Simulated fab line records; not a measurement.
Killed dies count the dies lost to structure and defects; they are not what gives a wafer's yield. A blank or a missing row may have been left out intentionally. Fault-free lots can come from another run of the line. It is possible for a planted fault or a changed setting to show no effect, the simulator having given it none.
What tool caused it? / flow gf180mcu / at 1 step of a route of 602, 12 lots with 36 wafers sampled

WHAT THE GAUGES READ, wafer by wafer
GF_POLY_GATE_CD_MEAS_18.
lot=L075; measured=day 9 21:54; on=cd_sem-02; cd_nm (nm)=278.3 278.9 280.4
lot=L077; measured=day 10 10:19; on=cd_sem-01; cd_nm (nm)=279.4 279.6 280.0
lot=L079; measured=day 10 22:37; on=cd_sem-02; cd_nm (nm)=279.0 276.0 277.1
lot=L081; measured=day 11 05:44; on=cd_sem-01; cd_nm (nm)=278.2 279.6 280.5
lot=L083; measured=day 12 00:43; on=cd_sem-02; cd_nm (nm)=281.1 283.7 281.2
lot=L085; measured=day 12 13:59; on=cd_sem-02; cd_nm (nm)=277.2 278.5 279.0
lot=L087; measured=day 13 04:24; on=cd_sem-01; cd_nm (nm)=282.5 282.6 280.9
lot=L089; measured=day 13 15:59; on=cd_sem-02; cd_nm (nm)=282.4 281.8 279.6
lot=L091; measured=day 14 06:41; on=cd_sem-01; cd_nm (nm)=278.5 278.8 279.2
lot=L093; measured=day 15 01:49; on=cd_sem-01; cd_nm (nm)=280.5 276.9 279.0
lot=L095; measured=day 15 11:47; on=cd_sem-02; cd_nm (nm)=278.0 280.6 280.8
lot=L097; measured=day 16 03:38; on=cd_sem-02; cd_nm (nm)=280.3 277.8 280.3

WHAT TOOL EACH LOT RAN ON (gives the tool, then ch and the chambers of the sampled wafers, and finally the start)
No process step before these readings appears in the record.

THE ANSWER, worked out from the rows above alone
Rule: what is usual is taken from the lots themselves. The widest of any qualifying gaps counts: lots, ordered by their means at a reading, are off when they make up no more than a third of the lots, leave a main group of 4 or more, and stand apart from it by 3 or more times the standard deviation of that group's means. The tables above print the reading to a certain number of digits; a main group whose means all agree to those digits is not used. Also off: a lot with no number at a reading for which 4 or more lots have one. The other lots that the step has rows for count as sound.
No lot is off on any of the readings shown, so nothing can be concluded from this.

WHAT THE SIMULATOR HAD INSERTED
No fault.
